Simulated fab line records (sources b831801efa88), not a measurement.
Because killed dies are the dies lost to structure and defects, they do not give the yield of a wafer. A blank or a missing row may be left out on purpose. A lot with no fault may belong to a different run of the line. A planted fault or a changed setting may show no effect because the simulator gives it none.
Which tool was responsible? | flow gf180mcu | 24 lots, 72 wafers sampled, at 3 steps of a route of 602

== WHAT THE GAUGES SHOWED, per wafer ==
GF_VT_IMPLANT_TW_MEAS_10. Usual: VT_IMPLANT_TW typically reads 563, with standard deviation 3.7.
lot  | measured     | on            | VT_IMPLANT_TW | flag
L074 | day 5 18:30  | film-metro-02 | 562 559 561   |
L075 | day 5 23:11  | film-metro-01 | 564 559 564   |
L076 | day 6 05:35  | film-metro-04 | 563 565 566   |
L077 | day 6 09:18  | film-metro-04 | 568 565 567   |
L078 | day 6 14:49  | film-metro-01 | 563 566 567   |
L079 | day 6 16:56  | film-metro-04 | 565 564 565   |
L080 | day 7 02:22  | film-metro-02 | 559 558 559   |
L081 | day 7 09:02  | film-metro-02 | 558 559 559   |
L082 | day 7 13:46  | film-metro-02 | 555 557 559   |
L083 | day 7 20:29  | film-metro-04 | 569 566 567   |
L084 | day 8 05:50  | film-metro-04 | 566 570 565   |
L085 | day 8 10:37  | film-metro-01 | 563 566 563   |
L086 | day 8 15:11  | film-metro-02 | 560 559 562   |
L087 | day 8 22:04  | film-metro-02 | 559 560 561   |
L088 | day 9 06:05  | film-metro-02 | 561 563 561   |
L089 | day 9 12:26  | film-metro-02 | 559 558 561   |
L090 | day 9 22:11  | film-metro-01 | 566 566 564   |
L092 | day 10 13:52 | film-metro-01 | 562 563 563   |
L091 | day 10 15:14 | film-metro-04 | 562 564 565   |
L093 | day 10 23:32 | film-metro-01 | 562 562 567   |
L094 | day 11 02:07 | film-metro-04 | 566 571 567   |
L095 | day 11 08:50 | film-metro-04 | 570 567 569   |
L097 | day 11 13:59 | film-metro-04 | 568 569 570   |
L096 | day 11 17:57 | film-metro-01 | 561 563 564   |

GF_VT_IMPLANT_RS_MEAS_47: measurement is done with a four-point probe. Usual: NWELL_RS typically reads 487.6 ohm/sq, with standard deviation 1.3.
lot  | measured     | on            | NWELL_RS (ohm/sq) | flag
L074 | day 7 15:03  | film-metro-01 | 487.1 488.2 489.1 |
L075 | day 7 20:31  | film-metro-03 | 486.0 487.6 486.4 |
L076 | day 8 03:26  | film-metro-03 | 485.0 486.7 486.2 |
L077 | day 8 09:25  | film-metro-01 | 488.2 486.9 485.6 |
L078 | day 8 16:27  | film-metro-03 | 488.6 487.1 487.3 |
L079 | day 8 17:58  | film-metro-02 | 486.4 486.8 487.2 |
L080 | day 9 03:58  | film-metro-01 | 489.3 487.5 487.8 |
L081 | day 9 12:10  | film-metro-03 | 485.9 487.0 485.2 |
L082 | day 9 16:42  | film-metro-02 | 491.3 490.0 488.7 |
L083 | day 9 23:34  | film-metro-01 | 489.2 489.0 488.4 |
L084 | day 10 11:15 | film-metro-03 | 489.9 490.1 487.5 |
L085 | day 10 16:28 | film-metro-03 | 487.2 486.2 487.5 |
L086 | day 10 21:19 | film-metro-02 | 485.9 486.2 485.6 |
L087 | day 11 05:21 | film-metro-03 | 486.5 486.6 488.0 |
L088 | day 11 14:07 | film-metro-01 | 489.2 488.0 489.2 |
L089 | day 11 19:58 | film-metro-02 | 488.0 487.6 488.1 |
L090 | day 12 06:40 | film-metro-02 | 487.2 487.9 489.3 |
L092 | day 12 22:45 | film-metro-02 | 485.1 487.0 486.5 |
L091 | day 13 00:48 | film-metro-01 | 488.2 487.6 488.7 |
L093 | day 13 08:23 | film-metro-02 | 486.7 486.1 486.5 |
L094 | day 13 12:59 | film-metro-02 | 488.8 487.6 488.8 |
L095 | day 13 19:57 | film-metro-01 | 488.1 488.2 488.9 |
L097 | day 14 02:56 | film-metro-03 | 486.8 487.0 486.8 |
L096 | day 14 04:47 | film-metro-02 | 486.2 487.2 487.8 |

GF_POLY_GATE_OVL_MEAS_11. Usual: POLY_GATE_OVL typically reads 0 nm, with standard deviation 5.3.
lot  | measured     | on         | POLY_GATE_OVL (nm) | flag
L074 | day 9 05:18  | overlay-02 | 4 2 -3             |
L075 | day 9 12:31  | overlay-01 | -11 -5 -7          |
L076 | day 9 19:34  | overlay-01 | 5 2 9              |
L077 | day 10 02:23 | overlay-02 | 3 5 2              |
L078 | day 10 10:38 | overlay-02 | 4 9 2              |
L079 | day 10 13:04 | overlay-01 | 1 0 1              |
L080 | day 10 21:09 | overlay-01 | -6 -4 2            |
L081 | day 11 06:51 | overlay-01 | -1 3 7             |
L082 | day 11 11:54 | overlay-02 | 10 7 5             |
L083 | day 11 19:29 | overlay-02 | -6 -13 -9          |
L084 | day 12 07:20 | overlay-01 | 2 -2 7             |
L085 | day 12 11:39 | overlay-01 | 4 -9 -1            |
L086 | day 12 19:46 | overlay-01 | 0 -5 -6            |
L087 | day 13 01:24 | overlay-01 | 0 4 2              |
L088 | day 13 10:45 | overlay-02 | 5 -3 -11           |
L089 | day 13 18:28 | overlay-01 | 4 1 1              |
L090 | day 14 04:05 | overlay-02 | 7 7 4              |
L092 | day 14 21:48 | overlay-02 | 2 -5 -10           |
L091 | day 15 00:22 | overlay-01 | 4 1 9              |
L093 | day 15 07:52 | overlay-02 | -1 7 -1            |
L094 | day 15 11:52 | overlay-01 | -4 -9 -8           |
L095 | day 15 18:40 | overlay-01 | 9 -4 8             |
L097 | day 16 02:16 | overlay-02 | -1 -13 -4          |
L096 | day 16 06:19 | overlay-01 | 11 7 2             |

== WHICH TOOL RAN EACH LOT (tool, then ch and the chambers of the sampled wafers, then the start) ==
Before these readings, the record contains no process step.

== WHAT THE TOOLS THEMSELVES READ (means of the sampled wafers that have a number; where no wafer has one, the mark that the record gives instead) ==
The record holds no such reading with a usual standard deviation.

== THE ANSWER, worked out from the rows above alone ==
Rule: a lot is off if the mean of its wafers that have a number lies more than 3 standard deviations from the usual mean. A lot without any number at a reading at which 4 lots or more have one is off too. Where the step has rows for the other lots, those lots are counted as sound. Order of review: gauges by route order, followed by the tools' own readings, for which a lot's mean as printed above is used. At the first step where some lot is off, the reading lying furthest off is the one used; lots without a number count as furthest.
Across all readings shown, no lot is off: no conclusion can be drawn from this.

== WHAT HAD BEEN PUT IN BY THE SIMULATOR ==
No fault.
